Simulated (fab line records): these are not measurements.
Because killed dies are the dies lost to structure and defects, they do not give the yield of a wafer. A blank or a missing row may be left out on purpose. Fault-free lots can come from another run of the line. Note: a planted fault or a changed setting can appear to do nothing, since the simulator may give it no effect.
fab line records	flow sky130
record: lots: 11	wafers: 33	last-day: 49
route steps=708 shown SD_P@327 RES_XHIGH@340 SD_N@356 LI_CONTACT@374
lots untouched by any fault: they come from a run of this same line in which no faults occurred
start-h: start of the lot's first displayed wafer, in hours after the record's first day	wait-h: hours since the lot's step before	" identical to the entry in the row above	L1.1+2: a single row standing in for several wafers	- no value present, or no start provided	* or withheld: withheld	< > ~ a bound
route shown NAME@n: a module of which the file shows steps, and the number in the route of the first	usual: mean and standard deviation over wafers with no fault	same: alike in all rows	chamber/n: place in a boat	sites: per-site readings	_std_site: standard deviation across them	_edge_site: the outer-site mean with the inner-site mean subtracted	radius-mm: how far each site lies from the wafer's centre	mask NAME#n: copy n	behind: the last tool/chamber to shape the wafer	hold: what put the lot on hold/how long, in hours/how the hold closed	device: transistor that didn't switch, given as n, p or np	end of line: tests of these same wafers at the route's end	a step given without rows: its recipe and nothing more	killed: count of dies lost to structure and defects at first sort (not the wafer's yield)	map: a wafer's dies, marking killed ones x, the rest . and places with no die _
set.NAME: the setting as run; set.NAME@STEP: as run at that earlier step	model.NAME: the simulator's own value behind a step, which no gauge read
one table for each step of the route and one row for each wafer, over a sample of lots
services: a tool's chamber out of use, with start hour (start-h, from the record's first day; less than 0 if before it), hours out, and reason
== steps ==
step: SKY_SD_P_CD_MEAS_07
recipe: target-cd-nm: 380
usual: cd-nm: 380.7/2.7
lot.wafer	tool	chamber	start-h	wait-h	cd-nm
L281.1	cd-sem-01	-	584.08	0.1	377.8
L281.4	"	-	"	"	377.9
L281.5	"	-	"	"	376.4
L283.2	cd-sem-02	-	612.78	0.1	376.1
L283.3	"	-	"	"	375.8
L283.4	"	-	"	"	376.9
L284.1	cd-sem-02	-	621.82	0.1	383.1
L284.3	"	-	"	"	384.1
L284.5	"	-	"	"	384.1
L285.2	cd-sem-02	-	623.06	0.1	379.0
L285.5	"	-	"	"	381.0
L285.6	"	-	"	"	380.8
L288.1	cd-sem-01	-	646.13	0.1	380.5
L288.4	"	-	"	"	378.3
L288.5	"	-	"	"	377.0
L294.2	cd-sem-02	-	701.10	0.1	384.9
L294.4	"	-	"	"	385.9
L294.5	"	-	"	"	383.2
L295.1	cd-sem-01	-	702.04	0.1	379.1
L295.4	"	-	"	"	378.1
L295.5	"	-	"	"	379.8
L296.2	cd-sem-02	-	711.51	0.1	381.6
L296.5	"	-	"	"	381.8
L296.6	"	-	"	"	380.1
L297.2	cd-sem-01	-	722.30	0.1	382.6
L297.3	"	-	"	"	381.3
L297.5	"	-	"	"	381.7
L299.1	cd-sem-02	-	734.39	0.1	382.7
L299.2	"	-	"	"	383.3
L299.4	"	-	"	"	380.3
L302.1	cd-sem-01	-	752.93	0.1	380.8
L302.4	"	-	"	"	379.1
L302.5	"	-	"	"	380.2
step: SKY_RES_XHIGH_STRIP_08
recipe: chemistry: O2/N2	power-w: 1400	pressure-mtorr: 1500	platen-temp-c: withheld	o2-flow-sccm: 3000	n2-flow-sccm: 300	overash-fraction: 0.5
usual: drypump-motor-current-A: 5.9/0.48	n2-flow-sccm: 300.0/0.92	o2-flow-sccm: 3001/9.3	oes-product-au: 0.711/0.0043	strip-time-to-endpoint-s: 14.27/0.045
lot.wafer	tool	chamber	start-h	wait-h	drypump-motor-current-A	n2-flow-sccm	o2-flow-sccm	oes-product-au	rf-hours-counter-h	strip-time-to-endpoint-s
L281.1	plasma-asher-01	0	613.86	0.1	5.6	299.2	3001	0.712	94	14.26
L281.4	"	0	"	"	5.6	299.9	3005	0.705	-	14.23
L281.5	"	0	"	"	5.6	299.8	3011	0.717	-	14.28
L283.2	plasma-asher-03	0	641.76	0.1	5.4	299.7	3016	0.713	49	14.31
L283.3	"	1	"	"	6.6	299.8	3017	0.710	-	14.35
L283.4	"	0	"	"	5.5	299.9	3025	0.722	-	14.32
L284.1	plasma-asher-01	1	650.72	0.1	6.0	298.8	3004	0.708	98	14.32
L284.3	"	1	"	"	6.0	299.6	2988	0.709	-	14.26
L284.5	"	0	"	"	5.6	299.3	3010	0.703	-	14.35
L285.2	plasma-asher-03	1	652.52	0.1	6.6	299.5	2994	0.711	50	14.29
L285.5	"	1	"	"	6.5	300.3	2998	0.711	-	14.25
L285.6	"	0	"	"	5.4	299.6	2995	0.712	-	14.27
L288.1	plasma-asher-01	0	675.11	0.1	5.6	300.1	2998	0.711	100	14.25
L288.4	"	0	"	"	5.5	299.8	3015	0.709	-	14.25
L288.5	"	0	"	"	5.6	299.9	3001	0.709	-	14.30
L294.2	plasma-asher-01	0	729.62	0.1	5.5	301.7	3000	0.708	105	14.24
L294.4	"	1	"	"	6.0	298.0	3009	0.721	-	14.22
L294.5	"	1	"	"	6.0	297.5	3013	0.717	-	14.20
L295.1	plasma-asher-03	0	730.52	0.1	5.4	300.7	2995	0.705	57	14.29
L295.4	"	1	"	"	6.6	298.9	2995	0.706	-	14.35
L295.5	"	0	"	"	5.4	300.3	3007	0.714	-	14.35
L296.2	plasma-asher-03	0	740.14	0.1	5.4	300.1	2986	0.706	59	14.21
L296.5	"	1	"	"	6.5	300.0	3001	0.715	-	14.17
L296.6	"	0	"	"	5.4	299.5	2997	0.709	-	14.22
L297.2	plasma-asher-04	0	750.37	0.1	5.4	299.2	3009	0.710	94	14.28
L297.3	"	1	"	"	5.8	300.1	2993	0.710	-	14.25
L297.5	"	1	"	"	5.8	298.8	2985	0.710	-	14.28
L299.1	plasma-asher-03	1	760.91	0.1	6.6	301.6	2993	0.708	60	14.18
L299.2	"	0	"	"	5.4	300.6	2995	0.718	60	14.28
L299.4	"	1	"	"	6.6	301.6	2999	0.717	-	14.24
L302.1	plasma-asher-03	1	779.31	0.1	6.6	300.8	2993	0.714	62	14.22
L302.4	"	1	"	"	6.6	299.6	3001	0.714	-	14.28
L302.5	"	1	"	"	6.6	300.8	2992	0.706	-	14.20
step: SKY_SD_N_RTA_14
recipe: temp-c: 1075	time-s: 2	idle-temp-c: 650	ramp-up-c-per-s: 150	ramp-down-c-per-s: 90	ambient: N2
usual: lamp-power-pct: 15.74/0.047	ramp-up-c-per-s: 150.00/0.027	wafer_temp_C_max: 1078.1/1.3
lot.wafer	tool	chamber	start-h	wait-h	lamp-power-pct	ramp-up-c-per-s	wafer_temp_C_max
L281.1	rtp-anneal-02	0	643.84	0.0	15.73	150.05	1078.5
L281.4	"	0	"	"	15.74	150.02	1076.7
L281.5	"	0	"	"	15.67	149.94	1077.2
L283.2	rtp-anneal-02	0	671.38	0.0	15.69	150.05	1077.5
L283.3	"	0	"	"	15.70	150.00	1079.3
L283.4	"	0	"	"	15.65	150.00	1080.4
L284.1	rtp-anneal-01	0	679.55	0.0	15.82	150.00	1077.3
L284.3	"	0	"	"	15.69	150.00	1079.0
L284.5	"	0	"	"	15.76	150.05	1078.3
L285.2	rtp-anneal-02	0	681.10	0.0	15.75	149.95	1076.2
L285.5	"	0	"	"	15.83	150.00	1077.1
L285.6	"	0	"	"	15.78	150.02	1077.6
L288.1	rtp-anneal-01	0	703.38	0.0	15.74	149.99	1077.2
L288.4	"	0	"	"	15.73	150.00	1078.7
L288.5	"	0	"	"	15.83	149.99	1077.0
L294.2	rtp-anneal-01	0	757.14	0.0	15.77	150.08	1078.5
L294.4	"	0	"	"	15.79	149.97	1076.4
L294.5	"	0	"	"	15.71	150.00	1078.5
L295.1	rtp-anneal-02	0	757.69	0.0	16.52	150.07	1108.2
L295.4	"	0	"	"	16.52	149.96	1105.8
L295.5	"	0	"	"	16.52	150.04	1107.7
L296.2	rtp-anneal-01	0	767.14	0.0	15.75	149.94	1079.5
L296.5	"	0	"	"	15.69	149.98	1080.6
L296.6	"	0	"	"	15.68	150.00	1077.5
L297.2	rtp-anneal-02	0	777.75	0.0	16.59	149.97	1104.3
L297.3	"	0	"	"	16.56	149.97	1105.9
L297.5	"	0	"	"	16.61	150.01	1109.2
L299.1	rtp-anneal-02	0	787.34	0.0	16.49	149.96	1106.9
L299.2	"	0	"	"	16.47	149.99	1107.1
L299.4	"	0	"	"	16.53	150.02	1107.0
L302.1	rtp-anneal-01	0	806.10	0.0	15.85	150.00	1078.7
L302.4	"	0	"	"	15.63	150.04	1079.7
L302.5	"	0	"	"	15.64	149.99	1077.8
step: SKY_SD_N_RS_MEAS_16
recipe: thk-meas-gauge: four-point-probe
usual: SD_N_RS: 68.56/0.11
lot.wafer	tool	chamber	start-h	wait-h	SD_N_RS[ohm/sq]
L281.1	film-metro-04	-	644.01	0.1	68.52
L281.4	"	-	"	"	68.31
L281.5	"	-	"	"	68.38
L283.2	film-metro-04	-	671.57	0.1	68.54
L283.3	"	-	"	"	68.53
L283.4	"	-	"	"	68.53
L284.1	film-metro-02	-	679.72	0.1	68.66
L284.3	"	-	"	"	68.60
L284.5	"	-	"	"	68.27
L285.2	film-metro-04	-	681.28	0.1	68.48
L285.5	"	-	"	"	68.69
L285.6	"	-	"	"	68.60
L288.1	film-metro-02	-	703.55	0.1	68.34
L288.4	"	-	"	"	68.33
L288.5	"	-	"	"	68.48
L294.2	film-metro-02	-	757.32	0.1	68.68
L294.4	"	-	"	"	68.60
L294.5	"	-	"	"	68.57
L295.1	film-metro-04	-	757.86	0.1	63.20
L295.4	"	-	"	"	63.10
L295.5	"	-	"	"	63.19
L296.2	film-metro-02	-	767.32	0.1	68.69
L296.5	"	-	"	"	68.63
L296.6	"	-	"	"	68.65
L297.2	film-metro-04	-	777.96	0.1	63.45
L297.3	"	-	"	"	63.34
L297.5	"	-	"	"	63.38
L299.1	film-metro-02	-	787.51	0.1	63.11
L299.2	"	-	"	"	63.24
L299.4	"	-	"	"	63.30
L302.1	film-metro-01	-	806.27	0.1	68.66
L302.4	"	-	"	"	68.62
L302.5	"	-	"	"	68.73
step: SKY_SD_N_RS_MEAS_17
recipe: thk-meas-gauge: four-point-probe
usual: SD_P_RS: 147.1/0.35
lot.wafer	tool	chamber	start-h	wait-h	SD_P_RS[ohm/sq]
L281.1	film-metro-04	-	644.13	0.1	146.4
L281.4	"	-	"	"	146.4
L281.5	"	-	"	"	146.8
L283.2	film-metro-04	-	671.69	0.1	146.9
L283.3	"	-	"	"	146.7
L283.4	"	-	"	"	147.1
L284.1	film-metro-02	-	679.84	0.1	146.8
L284.3	"	-	"	"	147.1
L284.5	"	-	"	"	147.1
L285.2	film-metro-04	-	681.40	0.1	146.9
L285.5	"	-	"	"	147.3
L285.6	"	-	"	"	146.6
L288.1	film-metro-02	-	703.67	0.1	146.6
L288.4	"	-	"	"	146.8
L288.5	"	-	"	"	146.6
L294.2	film-metro-02	-	757.44	0.1	147.3
L294.4	"	-	"	"	147.3
L294.5	"	-	"	"	147.2
L295.1	film-metro-04	-	757.98	0.1	122.2
L295.4	"	-	"	"	121.7
L295.5	"	-	"	"	122.2
L296.2	film-metro-02	-	767.44	0.1	147.3
L296.5	"	-	"	"	147.1
L296.6	"	-	"	"	146.6
L297.2	film-metro-04	-	778.08	0.1	122.2
L297.3	"	-	"	"	122.0
L297.5	"	-	"	"	122.2
L299.1	film-metro-02	-	787.63	0.1	121.6
L299.2	"	-	"	"	122.2
L299.4	"	-	"	"	122.0
L302.1	film-metro-01	-	806.39	0.1	147.7
L302.4	"	-	"	"	146.9
L302.5	"	-	"	"	147.4
step: SKY_SD_N_RS_MEAS_18
recipe: thk-meas-gauge: four-point-probe
usual: RES_XHIGH_RS: 333.0/1.1
lot.wafer	tool	chamber	start-h	wait-h	RES_XHIGH_RS[ohm/sq]
L281.1	film-metro-04	-	644.25	0.1	333.6
L281.4	"	-	"	"	333.8
L281.5	"	-	"	"	333.3
L283.2	film-metro-04	-	671.81	0.1	333.3
L283.3	"	-	"	"	333.0
L283.4	"	-	"	"	332.5
L284.1	film-metro-02	-	679.96	0.1	332.3
L284.3	"	-	"	"	331.9
L284.5	"	-	"	"	332.3
L285.2	film-metro-04	-	681.52	0.1	332.4
L285.5	"	-	"	"	332.8
L285.6	"	-	"	"	333.1
L288.1	film-metro-02	-	703.79	0.1	332.9
L288.4	"	-	"	"	333.2
L288.5	"	-	"	"	333.8
L294.2	film-metro-02	-	757.56	0.1	333.2
L294.4	"	-	"	"	333.4
L294.5	"	-	"	"	332.4
L295.1	film-metro-04	-	758.10	0.1	331.2
L295.4	"	-	"	"	330.0
L295.5	"	-	"	"	330.7
L296.2	film-metro-02	-	767.56	0.1	330.8
L296.5	"	-	"	"	332.5
L296.6	"	-	"	"	331.3
L297.2	film-metro-04	-	778.20	0.1	328.9
L297.3	"	-	"	"	328.9
L297.5	"	-	"	"	329.6
L299.1	film-metro-02	-	787.75	0.1	331.1
L299.2	"	-	"	"	330.6
L299.4	"	-	"	"	330.9
L302.1	film-metro-01	-	806.51	0.1	334.4
L302.4	"	-	"	"	334.8
L302.5	"	-	"	"	334.3
step: SKY_LI_CONTACT_CD_MEAS_12
recipe: target-cd-nm: 170
usual: cd-nm: 169.9/1.4
lot.wafer	tool	chamber	start-h	wait-h	cd-nm
L281.1	cd-sem-01	-	673.98	-	169.1
L281.4	"	-	"	"	170.4
L281.5	"	-	"	"	171.9
L283.2	cd-sem-01	-	700.46	-	169.1
L283.3	"	-	"	"	169.0
L283.4	"	-	"	"	168.9
L284.1	cd-sem-01	-	708.33	-	168.3
L284.3	"	-	"	"	169.6
L284.5	"	-	"	"	169.3
L285.2	cd-sem-01	-	710.54	-	171.8
L285.5	"	-	"	"	171.5
L285.6	"	-	"	"	171.4
L288.1	cd-sem-01	-	732.48	-	171.1
L288.4	"	-	"	"	172.7
L288.5	"	-	"	"	171.3
L294.2	cd-sem-02	-	784.46	-	168.9
L294.4	"	-	"	"	168.1
L294.5	"	-	"	"	170.1
L295.1	cd-sem-01	-	785.27	-	167.7
L295.4	"	-	"	"	168.2
L295.5	"	-	"	"	168.8
L296.2	cd-sem-01	-	794.86	-	170.0
L296.5	"	-	"	"	168.4
L296.6	"	-	"	"	169.0
L297.2	cd-sem-02	-	805.09	-	171.2
L297.3	"	-	"	"	170.5
L297.5	"	-	"	"	169.7
L299.1	cd-sem-02	-	814.46	-	171.4
L299.2	"	-	"	"	170.3
L299.4	"	-	"	"	169.4
L302.1	cd-sem-01	-	832.34	-	168.2
L302.4	"	-	"	"	168.8
L302.5	"	-	"	"	168.7
== services ==
tool	chamber	start-h	hours	kind
plasma-asher-01	-	614.39	1.8	repair
plasma-asher-01	-	623.51	2.8	pm
plasma-asher-03	-	652.74	2.7	repair
plasma-asher-01	-	697.48	1.6	repair
plasma-asher-03	-	701.12	5.1	repair
plasma-asher-04	-	709.80	4.5	repair
plasma-asher-04	-	714.29	2.8	pm
plasma-asher-01	-	733.75	9.0	pm
plasma-asher-01	0	733.75	9.0	vent-cycle
plasma-asher-01	1	733.75	9.0	vent-cycle
plasma-asher-01	0	742.75	-	clean
plasma-asher-01	1	742.75	-	clean
plasma-asher-01	-	778.12	14.7	pm
plasma-asher-03	-	789.53	5.8	repair
plasma-asher-03	-	797.00	2.9	repair
== key ==
first-sign: step: SKY_SD_N_RTA_14	reading: wafer_temp_C_max	direction: up	sigmas: 23	usual: *	struck: *
effect: step: SKY_SD_N_RTA_14	reading: lamp-power-pct	direction: up	sigmas: 17	usual: 15.74	struck: 16.53
effect: step: SKY_SD_N_RS_MEAS_16	reading: SD_N_RS	direction: down	sigmas: 47	usual: 68.56	struck: 63.26
effect: step: SKY_SD_N_RS_MEAS_17	reading: SD_P_RS	direction: down	sigmas: 72	usual: 147.1	struck: 122.0
effect: step: SKY_SD_N_RS_MEAS_18	reading: RES_XHIGH_RS	direction: down	sigmas: 2.7	usual: 333.0	struck: 330.2
met-at SKY_SD_N_RTA_14
struck-lots L295,L297,L299
tester-left-out L295,L297,L299
not-acting-at SKY_SD_P_CD_MEAS_07,SKY_RES_XHIGH_STRIP_08,SKY_LI_CONTACT_CD_MEAS_12
onset-between 681.10 757.69
fault: kind: process-parameter-drift	tool: rtp-anneal-02	chamber: -	onset-h: 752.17	steps: SKY_SD_N_RTA_14	channel: temp-c	offset: *	shape: step	end-h: 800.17	acts-in: *	stated: *
tester-left-out: of these lots the tester's yield and bins aren't shown, on N5 and GAA mostly nor the transistor test; their killed dies are dies lost to structure and defects alone, not to doping, threshold or leakage, so they don't give the yield
